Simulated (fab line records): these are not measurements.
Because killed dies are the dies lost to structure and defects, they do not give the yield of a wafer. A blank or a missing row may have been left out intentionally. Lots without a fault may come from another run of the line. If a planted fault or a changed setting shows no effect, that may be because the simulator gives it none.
fab line records / flow gf180mcu / part 2 of 2: steps 26 to 35 of 35
[record] lots = 5 wafers = 15 last-day = 34
route steps=602 shown V2@408 M3@409 V3@429
lots that met no fault: from a run of the same line without faults
start-h: hours from the record's opening day to when the first of the lot's shown wafers began / wait-h: hours from the lot's prior step to this one / " as in the row above / L1.1+2: a row that stands for several wafers / - no value, or no start was given / * or withheld: withheld / < > ~ a bound
route shown NAME@n: names a module that has steps shown in the file, with the first one's number in the route / usual: mean/standard deviation of fault-free wafers / same: alike in all rows / chamber/n: place in a boat / sites: readings site by site / _std_site: the standard deviation of these / _edge_site: mean of outer sites minus mean of inner sites / radius-mm: how far each site lies from the wafer's centre / mask NAME#n: copy n / behind: tool/chamber where the wafer was last shaped / hold: why the lot was held/for how many hours/how that ended / device: transistor that didn't switch, given as n, p or np / end of line: tests run on the same wafers once the route is complete / a step given without rows: its recipe and nothing more / killed: at the first sort, the dies lost to defects and structure; wafer yield is something else / map: a wafer's dies, marking killed ones x, the rest . and places with no die _
set.NAME: the setting as run; set.NAME@STEP: as run at that earlier step / model.NAME: the simulator's own value behind a step, which no gauge read
a table for each step, a row for each wafer; lots at some steps of the route
services: from which hour (start-h, from the record's first day; less than 0 if before it) a tool's chamber was out of use, for how many hours, and why
[[steps]]
[step GF_V3_CMP_04]
[recipe] material = SiO2 down-force-psi = 4 platen-rpm = 60 pad-velocity-m-s = 0.94248
[usual] head-pressure-psi = 4.001/0.0089 motor-current-A = 11.7/0.85 time-to-endpoint-s = 78/5.5
lot.wafer=L077.3 tool=cmp-01 chamber=1 start-h=522.98 wait-h=0.1 head-pressure-psi=3.998 motor-current-A=11.9 time-to-endpoint-s=75
lot.wafer=L077.5 tool=cmp-01 chamber=0 start-h=522.98 wait-h=0.1 head-pressure-psi=4.005 motor-current-A=11.5 time-to-endpoint-s=81
lot.wafer=L077.6 tool=cmp-01 chamber=1 start-h=522.98 wait-h=0.1 head-pressure-psi=4.007 motor-current-A=11.9 time-to-endpoint-s=80
lot.wafer=L087.4 tool=cmp-02 chamber=2 start-h=603.43 wait-h=0.0 head-pressure-psi=4.001 motor-current-A=11.8 time-to-endpoint-s=97
lot.wafer=L087.2 tool=cmp-02 chamber=1 start-h=603.43 wait-h=0.0 head-pressure-psi=4.004 motor-current-A=12.8 time-to-endpoint-s=80
lot.wafer=L087.6 tool=cmp-02 chamber=3 start-h=603.43 wait-h=0.0 head-pressure-psi=4.011 motor-current-A=12.7 time-to-endpoint-s=79
lot.wafer=L091.4 tool=cmp-01 chamber=3 start-h=626.67 wait-h=0.0 head-pressure-psi=3.996 motor-current-A=9.4 time-to-endpoint-s=80
lot.wafer=L091.3 tool=cmp-01 chamber=0 start-h=626.67 wait-h=0.0 head-pressure-psi=4.003 motor-current-A=12.1 time-to-endpoint-s=82
lot.wafer=L091.1 tool=cmp-01 chamber=1 start-h=626.67 wait-h=0.0 head-pressure-psi=4.007 motor-current-A=10.5 time-to-endpoint-s=75
lot.wafer=L093.1 tool=cmp-01 chamber=2 start-h=642.56 wait-h=0.2 head-pressure-psi=4.008 motor-current-A=12.3 time-to-endpoint-s=70
lot.wafer=L093.6 tool=cmp-01 chamber=3 start-h=642.56 wait-h=0.2 head-pressure-psi=4.006 motor-current-A=9.8 time-to-endpoint-s=71
lot.wafer=L093.5 tool=cmp-01 chamber=0 start-h=642.56 wait-h=0.2 head-pressure-psi=3.985 motor-current-A=11.4 time-to-endpoint-s=78
lot.wafer=L096.2 tool=cmp-02 chamber=1 start-h=664.31 wait-h=0.0 head-pressure-psi=3.993 motor-current-A=12.3 time-to-endpoint-s=76
lot.wafer=L096.3 tool=cmp-02 chamber=3 start-h=664.31 wait-h=0.0 head-pressure-psi=3.993 motor-current-A=12.1 time-to-endpoint-s=72
lot.wafer=L096.1 tool=cmp-02 chamber=0 start-h=664.31 wait-h=0.0 head-pressure-psi=4.001 motor-current-A=11.8 time-to-endpoint-s=79
[step GF_V3_BOW_MEAS_05]
[recipe] mode = bow
[usual] V3_BOW = 117/8
lot.wafer=L077.3 tool=film-metro-04 chamber=- start-h=523.27 wait-h=0.2 V3_BOW[um]=114
lot.wafer=L077.5 tool=film-metro-04 chamber=- start-h=523.27 wait-h=0.2 V3_BOW[um]=119
lot.wafer=L077.6 tool=film-metro-04 chamber=- start-h=523.27 wait-h=0.2 V3_BOW[um]=131
lot.wafer=L087.2 tool=film-metro-04 chamber=- start-h=603.75 wait-h=0.1 V3_BOW[um]=108
lot.wafer=L087.4 tool=film-metro-04 chamber=- start-h=603.75 wait-h=0.1 V3_BOW[um]=107
lot.wafer=L087.6 tool=film-metro-04 chamber=- start-h=603.75 wait-h=0.1 V3_BOW[um]=122
lot.wafer=L091.1 tool=film-metro-04 chamber=- start-h=626.97 wait-h=0.1 V3_BOW[um]=110
lot.wafer=L091.3 tool=film-metro-04 chamber=- start-h=626.97 wait-h=0.1 V3_BOW[um]=100
lot.wafer=L091.4 tool=film-metro-04 chamber=- start-h=626.97 wait-h=0.1 V3_BOW[um]=97
lot.wafer=L093.1 tool=film-metro-02 chamber=- start-h=642.71 wait-h=0.1 V3_BOW[um]=137
lot.wafer=L093.5 tool=film-metro-02 chamber=- start-h=642.71 wait-h=0.1 V3_BOW[um]=116
lot.wafer=L093.6 tool=film-metro-02 chamber=- start-h=642.71 wait-h=0.1 V3_BOW[um]=126
lot.wafer=L096.1 tool=film-metro-04 chamber=- start-h=664.61 wait-h=0.1 V3_BOW[um]=108
lot.wafer=L096.2 tool=film-metro-04 chamber=- start-h=664.61 wait-h=0.1 V3_BOW[um]=133
lot.wafer=L096.3 tool=film-metro-04 chamber=- start-h=664.61 wait-h=0.1 V3_BOW[um]=117
[step GF_V3_DEHYDRATE_06]
[recipe] temp-c = 200 time-s = 60
[usual] chill-plate-temp-C = 23.01/0.11
lot.wafer=L077.3 tool=litho-track-03 chamber=0 start-h=534.21 wait-h=10.9 chill-plate-temp-C=23.01
lot.wafer=L077.5 tool=litho-track-03 chamber=0 start-h=534.21 wait-h=10.9 chill-plate-temp-C=22.98
lot.wafer=L077.6 tool=litho-track-03 chamber=0 start-h=534.21 wait-h=10.9 chill-plate-temp-C=23.04
lot.wafer=L087.2 tool=litho-track-02 chamber=0 start-h=613.58 wait-h=9.8 chill-plate-temp-C=22.98
lot.wafer=L087.4 tool=litho-track-02 chamber=0 start-h=613.58 wait-h=9.8 chill-plate-temp-C=23.20
lot.wafer=L087.6 tool=litho-track-02 chamber=0 start-h=613.58 wait-h=9.8 chill-plate-temp-C=22.91
lot.wafer=L091.1 tool=litho-track-04 chamber=0 start-h=636.67 wait-h=9.7 chill-plate-temp-C=23.14
lot.wafer=L091.3 tool=litho-track-04 chamber=0 start-h=636.67 wait-h=9.7 chill-plate-temp-C=23.05
lot.wafer=L091.4 tool=litho-track-04 chamber=0 start-h=636.67 wait-h=9.7 chill-plate-temp-C=23.04
lot.wafer=L093.1 tool=litho-track-03 chamber=0 start-h=651.91 wait-h=9.2 chill-plate-temp-C=23.27
lot.wafer=L093.5 tool=litho-track-03 chamber=0 start-h=651.91 wait-h=9.2 chill-plate-temp-C=22.88
lot.wafer=L093.6 tool=litho-track-03 chamber=0 start-h=651.91 wait-h=9.2 chill-plate-temp-C=22.98
lot.wafer=L096.1 tool=litho-track-02 chamber=0 start-h=673.60 wait-h=9.0 chill-plate-temp-C=22.91
lot.wafer=L096.2 tool=litho-track-02 chamber=0 start-h=673.60 wait-h=9.0 chill-plate-temp-C=22.91
lot.wafer=L096.3 tool=litho-track-02 chamber=0 start-h=673.60 wait-h=9.0 chill-plate-temp-C=22.98
[step GF_V3_HMDS_07]
[recipe] prime-time-s = 60 prime-temp-c = 120
[usual] chill-plate-temp-C = 23.00/0.1
[same] prime-time-s = 60
lot.wafer=L077.3 tool=litho-track-03 chamber=0 start-h=534.36 wait-h=0.1 chill-plate-temp-C=22.86
lot.wafer=L077.5 tool=litho-track-03 chamber=0 start-h=534.36 wait-h=0.1 chill-plate-temp-C=23.14
lot.wafer=L077.6 tool=litho-track-03 chamber=0 start-h=534.36 wait-h=0.1 chill-plate-temp-C=22.99
lot.wafer=L087.2 tool=litho-track-02 chamber=0 start-h=613.73 wait-h=0.1 chill-plate-temp-C=22.81
lot.wafer=L087.4 tool=litho-track-02 chamber=0 start-h=613.73 wait-h=0.1 chill-plate-temp-C=22.91
lot.wafer=L087.6 tool=litho-track-02 chamber=0 start-h=613.73 wait-h=0.1 chill-plate-temp-C=22.79
lot.wafer=L091.1 tool=litho-track-04 chamber=0 start-h=636.82 wait-h=0.1 chill-plate-temp-C=22.97
lot.wafer=L091.3 tool=litho-track-04 chamber=0 start-h=636.82 wait-h=0.1 chill-plate-temp-C=23.06
lot.wafer=L091.4 tool=litho-track-04 chamber=0 start-h=636.82 wait-h=0.1 chill-plate-temp-C=23.02
lot.wafer=L093.1 tool=litho-track-03 chamber=0 start-h=652.06 wait-h=0.1 chill-plate-temp-C=23.25
lot.wafer=L093.5 tool=litho-track-03 chamber=0 start-h=652.06 wait-h=0.1 chill-plate-temp-C=23.10
lot.wafer=L093.6 tool=litho-track-03 chamber=0 start-h=652.06 wait-h=0.1 chill-plate-temp-C=22.92
lot.wafer=L096.1 tool=litho-track-02 chamber=0 start-h=673.75 wait-h=0.1 chill-plate-temp-C=23.04
lot.wafer=L096.2 tool=litho-track-02 chamber=0 start-h=673.75 wait-h=0.1 chill-plate-temp-C=23.00
lot.wafer=L096.3 tool=litho-track-02 chamber=0 start-h=673.75 wait-h=0.1 chill-plate-temp-C=23.03
[step GF_V3_COAT_08]
[recipe] resist = BARC temp-c = withheld time-s = withheld spin-rpm = withheld resist-thk-nm = withheld
[usual] chill-plate-temp-C = *
lot.wafer=L077.3 tool=litho-track-03 chamber=0 start-h=534.51 wait-h=0.1 chill-plate-temp-C=*
lot.wafer=L077.5 tool=litho-track-03 chamber=0 start-h=534.51 wait-h=0.1 chill-plate-temp-C=*
lot.wafer=L077.6 tool=litho-track-03 chamber=0 start-h=534.51 wait-h=0.1 chill-plate-temp-C=*
lot.wafer=L087.2 tool=litho-track-02 chamber=0 start-h=613.88 wait-h=0.1 chill-plate-temp-C=*
lot.wafer=L087.4 tool=litho-track-02 chamber=0 start-h=613.88 wait-h=0.1 chill-plate-temp-C=*
lot.wafer=L087.6 tool=litho-track-02 chamber=0 start-h=613.88 wait-h=0.1 chill-plate-temp-C=*
lot.wafer=L091.1 tool=litho-track-04 chamber=0 start-h=636.97 wait-h=0.1 chill-plate-temp-C=*
lot.wafer=L091.3 tool=litho-track-04 chamber=0 start-h=636.97 wait-h=0.1 chill-plate-temp-C=*
lot.wafer=L091.4 tool=litho-track-04 chamber=0 start-h=636.97 wait-h=0.1 chill-plate-temp-C=*
lot.wafer=L093.1 tool=litho-track-03 chamber=0 start-h=652.21 wait-h=0.1 chill-plate-temp-C=*
lot.wafer=L093.5 tool=litho-track-03 chamber=0 start-h=652.21 wait-h=0.1 chill-plate-temp-C=*
lot.wafer=L093.6 tool=litho-track-03 chamber=0 start-h=652.21 wait-h=0.1 chill-plate-temp-C=*
lot.wafer=L096.1 tool=litho-track-02 chamber=0 start-h=673.90 wait-h=0.1 chill-plate-temp-C=*
lot.wafer=L096.2 tool=litho-track-02 chamber=0 start-h=673.90 wait-h=0.1 chill-plate-temp-C=*
lot.wafer=L096.3 tool=litho-track-02 chamber=0 start-h=673.90 wait-h=0.1 chill-plate-temp-C=*
[step GF_V3_COAT_09]
[recipe] resist = KrF spin-rpm = withheld resist-thk-nm = 1000
[usual] chill-plate-temp-C = 23.00/0.1
lot.wafer=L077.3 tool=litho-track-03 chamber=0 start-h=- wait-h=- chill-plate-temp-C=23.06
lot.wafer=L077.5 tool=litho-track-03 chamber=0 start-h=- wait-h=- chill-plate-temp-C=22.90
lot.wafer=L077.6 tool=litho-track-03 chamber=0 start-h=- wait-h=- chill-plate-temp-C=22.93
lot.wafer=L087.2 tool=litho-track-02 chamber=0 start-h=- wait-h=- chill-plate-temp-C=22.99
lot.wafer=L087.4 tool=litho-track-02 chamber=0 start-h=- wait-h=- chill-plate-temp-C=22.90
lot.wafer=L087.6 tool=litho-track-02 chamber=0 start-h=- wait-h=- chill-plate-temp-C=22.99
lot.wafer=L091.1 tool=litho-track-04 chamber=0 start-h=- wait-h=- chill-plate-temp-C=23.05
lot.wafer=L091.3 tool=litho-track-04 chamber=0 start-h=- wait-h=- chill-plate-temp-C=23.09
lot.wafer=L091.4 tool=litho-track-04 chamber=0 start-h=- wait-h=- chill-plate-temp-C=23.12
lot.wafer=L093.1 tool=litho-track-03 chamber=0 start-h=- wait-h=- chill-plate-temp-C=22.98
lot.wafer=L093.5 tool=litho-track-03 chamber=0 start-h=- wait-h=- chill-plate-temp-C=22.93
lot.wafer=L093.6 tool=litho-track-03 chamber=0 start-h=- wait-h=- chill-plate-temp-C=23.07
lot.wafer=L096.1 tool=litho-track-02 chamber=0 start-h=- wait-h=- chill-plate-temp-C=23.11
lot.wafer=L096.2 tool=litho-track-02 chamber=0 start-h=- wait-h=- chill-plate-temp-C=22.97
lot.wafer=L096.3 tool=litho-track-02 chamber=0 start-h=- wait-h=- chill-plate-temp-C=23.01
[step GF_V3_SOFTBAKE_10]
[recipe] temp-c = 130 time-s = 60 resist = KrF
[usual] chill-plate-temp-C = 23.00/0.11
lot.wafer=L077.3 tool=litho-track-03 chamber=0 start-h=- wait-h=- chill-plate-temp-C=23.02
lot.wafer=L077.5 tool=litho-track-03 chamber=0 start-h=- wait-h=- chill-plate-temp-C=23.10
lot.wafer=L077.6 tool=litho-track-03 chamber=0 start-h=- wait-h=- chill-plate-temp-C=22.98
lot.wafer=L087.2 tool=litho-track-02 chamber=0 start-h=- wait-h=- chill-plate-temp-C=22.75
lot.wafer=L087.4 tool=litho-track-02 chamber=0 start-h=- wait-h=- chill-plate-temp-C=22.78
lot.wafer=L087.6 tool=litho-track-02 chamber=0 start-h=- wait-h=- chill-plate-temp-C=22.97
lot.wafer=L091.1 tool=litho-track-04 chamber=0 start-h=- wait-h=- chill-plate-temp-C=23.05
lot.wafer=L091.3 tool=litho-track-04 chamber=0 start-h=- wait-h=- chill-plate-temp-C=23.09
lot.wafer=L091.4 tool=litho-track-04 chamber=0 start-h=- wait-h=- chill-plate-temp-C=23.18
lot.wafer=L093.1 tool=litho-track-03 chamber=0 start-h=- wait-h=- chill-plate-temp-C=23.12
lot.wafer=L093.5 tool=litho-track-03 chamber=0 start-h=- wait-h=- chill-plate-temp-C=23.12
lot.wafer=L093.6 tool=litho-track-03 chamber=0 start-h=- wait-h=- chill-plate-temp-C=23.04
lot.wafer=L096.1 tool=litho-track-02 chamber=0 start-h=- wait-h=- chill-plate-temp-C=23.14
lot.wafer=L096.2 tool=litho-track-02 chamber=0 start-h=- wait-h=- chill-plate-temp-C=23.04
lot.wafer=L096.3 tool=litho-track-02 chamber=0 start-h=- wait-h=- chill-plate-temp-C=23.10
[step GF_V3_EXPOSE_11]
[recipe] mask-id = Via3 target-cd-nm = 260 na = 0.68 source-shape = conventional sigma-outer = 0.6 dose-mj = 38
[usual] focus-offset-nm = -0.1/0.46
lot.wafer=L077.3 tool=krf-scanner-02 chamber=0 start-h=- wait-h=- mask=Via3#0 focus-offset-nm=-0.2
lot.wafer=L077.5 tool=krf-scanner-02 chamber=0 start-h=- wait-h=- mask=Via3#0 focus-offset-nm=-0.6
lot.wafer=L077.6 tool=krf-scanner-02 chamber=0 start-h=- wait-h=- mask=Via3#0 focus-offset-nm=-0.3
lot.wafer=L087.2 tool=krf-scanner-02 chamber=0 start-h=- wait-h=- mask=Via3#0 focus-offset-nm=-0.3
lot.wafer=L087.4 tool=krf-scanner-02 chamber=0 start-h=- wait-h=- mask=Via3#0 focus-offset-nm=-0.5
lot.wafer=L087.6 tool=krf-scanner-02 chamber=0 start-h=- wait-h=- mask=Via3#0 focus-offset-nm=-0.2
lot.wafer=L091.1 tool=krf-scanner-02 chamber=0 start-h=- wait-h=- mask=Via3#0 focus-offset-nm=0.3
lot.wafer=L091.3 tool=krf-scanner-02 chamber=0 start-h=- wait-h=- mask=Via3#0 focus-offset-nm=0.5
lot.wafer=L091.4 tool=krf-scanner-02 chamber=0 start-h=- wait-h=- mask=Via3#0 focus-offset-nm=-0.1
lot.wafer=L093.1 tool=krf-scanner-02 chamber=0 start-h=- wait-h=- mask=Via3#0 focus-offset-nm=0.8
lot.wafer=L093.5 tool=krf-scanner-02 chamber=0 start-h=- wait-h=- mask=Via3#0 focus-offset-nm=-0.1
lot.wafer=L093.6 tool=krf-scanner-02 chamber=0 start-h=- wait-h=- mask=Via3#0 focus-offset-nm=-0.2
lot.wafer=L096.1 tool=krf-scanner-01 chamber=0 start-h=- wait-h=- mask=Via3#0 focus-offset-nm=-0.4
lot.wafer=L096.2 tool=krf-scanner-01 chamber=0 start-h=- wait-h=- mask=Via3#0 focus-offset-nm=0.3
lot.wafer=L096.3 tool=krf-scanner-01 chamber=0 start-h=- wait-h=- mask=Via3#0 focus-offset-nm=-0.6
[step GF_V3_PEB_12]
[recipe] peb-temp-c = 135 peb-time-s = 90 resist = KrF
[usual] chill-plate-temp-C = 23.01/0.1
lot.wafer=L077.3 tool=litho-track-02 chamber=0 start-h=- wait-h=- chill-plate-temp-C=23.03
lot.wafer=L077.5 tool=litho-track-02 chamber=0 start-h=- wait-h=- chill-plate-temp-C=23.01
lot.wafer=L077.6 tool=litho-track-02 chamber=0 start-h=- wait-h=- chill-plate-temp-C=22.94
lot.wafer=L087.2 tool=litho-track-02 chamber=0 start-h=- wait-h=- chill-plate-temp-C=22.91
lot.wafer=L087.4 tool=litho-track-02 chamber=0 start-h=- wait-h=- chill-plate-temp-C=22.94
lot.wafer=L087.6 tool=litho-track-02 chamber=0 start-h=- wait-h=- chill-plate-temp-C=22.77
lot.wafer=L091.1 tool=litho-track-04 chamber=0 start-h=- wait-h=- chill-plate-temp-C=23.03
lot.wafer=L091.3 tool=litho-track-04 chamber=0 start-h=- wait-h=- chill-plate-temp-C=22.92
lot.wafer=L091.4 tool=litho-track-04 chamber=0 start-h=- wait-h=- chill-plate-temp-C=23.01
lot.wafer=L093.1 tool=litho-track-04 chamber=0 start-h=- wait-h=- chill-plate-temp-C=22.97
lot.wafer=L093.5 tool=litho-track-04 chamber=0 start-h=- wait-h=- chill-plate-temp-C=23.11
lot.wafer=L093.6 tool=litho-track-04 chamber=0 start-h=- wait-h=- chill-plate-temp-C=23.00
lot.wafer=L096.1 tool=litho-track-02 chamber=0 start-h=- wait-h=- chill-plate-temp-C=23.01
lot.wafer=L096.2 tool=litho-track-02 chamber=0 start-h=- wait-h=- chill-plate-temp-C=23.17
lot.wafer=L096.3 tool=litho-track-02 chamber=0 start-h=- wait-h=- chill-plate-temp-C=22.86
[step GF_V3_DEVELOP_13]
[recipe] develop-time-s = 60 resist = KrF dev-temp-c = 21
[usual] chill-plate-temp-C = 22.96/0.11
lot.wafer=L077.3 tool=litho-track-02 chamber=0 start-h=546.15 wait-h=0.1 chill-plate-temp-C=22.95
lot.wafer=L077.5 tool=litho-track-02 chamber=0 start-h=546.15 wait-h=0.1 chill-plate-temp-C=23.01
lot.wafer=L077.6 tool=litho-track-02 chamber=0 start-h=546.15 wait-h=0.1 chill-plate-temp-C=23.02
lot.wafer=L087.2 tool=litho-track-02 chamber=0 start-h=624.08 wait-h=0.2 chill-plate-temp-C=23.18
lot.wafer=L087.4 tool=litho-track-02 chamber=0 start-h=624.08 wait-h=0.2 chill-plate-temp-C=23.26
lot.wafer=L087.6 tool=litho-track-02 chamber=0 start-h=624.08 wait-h=0.2 chill-plate-temp-C=23.10
lot.wafer=L091.1 tool=litho-track-04 chamber=0 start-h=646.67 wait-h=0.2 chill-plate-temp-C=23.11
lot.wafer=L091.3 tool=litho-track-04 chamber=0 start-h=646.67 wait-h=0.2 chill-plate-temp-C=23.02
lot.wafer=L091.4 tool=litho-track-04 chamber=0 start-h=646.67 wait-h=0.2 chill-plate-temp-C=22.94
lot.wafer=L093.1 tool=litho-track-04 chamber=0 start-h=662.27 wait-h=0.2 chill-plate-temp-C=22.97
lot.wafer=L093.5 tool=litho-track-04 chamber=0 start-h=662.27 wait-h=0.2 chill-plate-temp-C=22.84
lot.wafer=L093.6 tool=litho-track-04 chamber=0 start-h=662.27 wait-h=0.2 chill-plate-temp-C=22.93
lot.wafer=L096.1 tool=litho-track-02 chamber=0 start-h=682.80 wait-h=0.2 chill-plate-temp-C=23.08
lot.wafer=L096.2 tool=litho-track-02 chamber=0 start-h=682.80 wait-h=0.2 chill-plate-temp-C=23.07
lot.wafer=L096.3 tool=litho-track-02 chamber=0 start-h=682.80 wait-h=0.2 chill-plate-temp-C=23.12
[[services]]
tool=pvd-sputter-02 chamber=- start-h=485.60 hours=6.9 kind=repair
tool=cmp-02 chamber=- start-h=486.45 hours=1.2 kind=repair
tool=cmp-01 chamber=- start-h=486.48 hours=2.0 kind=repair
tool=cmp-02 chamber=- start-h=491.83 hours=0.3 kind=repair
tool=cmp-01 chamber=- start-h=492.67 hours=2.8 kind=pm
tool=krf-scanner-01 chamber=- start-h=500.79 hours=1.0 kind=pm
tool=cmp-01 chamber=- start-h=503.89 hours=5.0 kind=repair
tool=krf-scanner-01 chamber=- start-h=509.95 hours=3.5 kind=repair
tool=krf-scanner-01 chamber=- start-h=518.20 hours=0.8 kind=pm
tool=rie-metal-01 chamber=- start-h=521.97 hours=28.1 kind=pm
tool=krf-scanner-02 chamber=- start-h=524.25 hours=0.8 kind=pm
tool=cmp-02 chamber=- start-h=542.96 hours=3.7 kind=pm
tool=cmp-01 chamber=- start-h=545.41 hours=1.3 kind=repair
tool=cmp-01 chamber=- start-h=549.22 hours=2.5 kind=repair
tool=cmp-01 chamber=- start-h=549.28 hours=2.6 kind=repair
tool=krf-scanner-02 chamber=- start-h=567.55 hours=1.0 kind=pm
tool=cmp-01 chamber=- start-h=572.07 hours=4.0 kind=pm
tool=krf-scanner-02 chamber=- start-h=574.66 hours=0.8 kind=pm
tool=cmp-02 chamber=- start-h=576.07 hours=3.0 kind=pm
tool=krf-scanner-02 chamber=- start-h=577.76 hours=1.8 kind=repair
tool=krf-scanner-02 chamber=- start-h=584.52 hours=1.3 kind=pm
tool=krf-scanner-02 chamber=- start-h=605.24 hours=4.1 kind=repair
tool=cmp-01 chamber=- start-h=656.03 hours=2.9 kind=repair
tool=krf-scanner-02 chamber=- start-h=676.37 hours=0.9 kind=repair
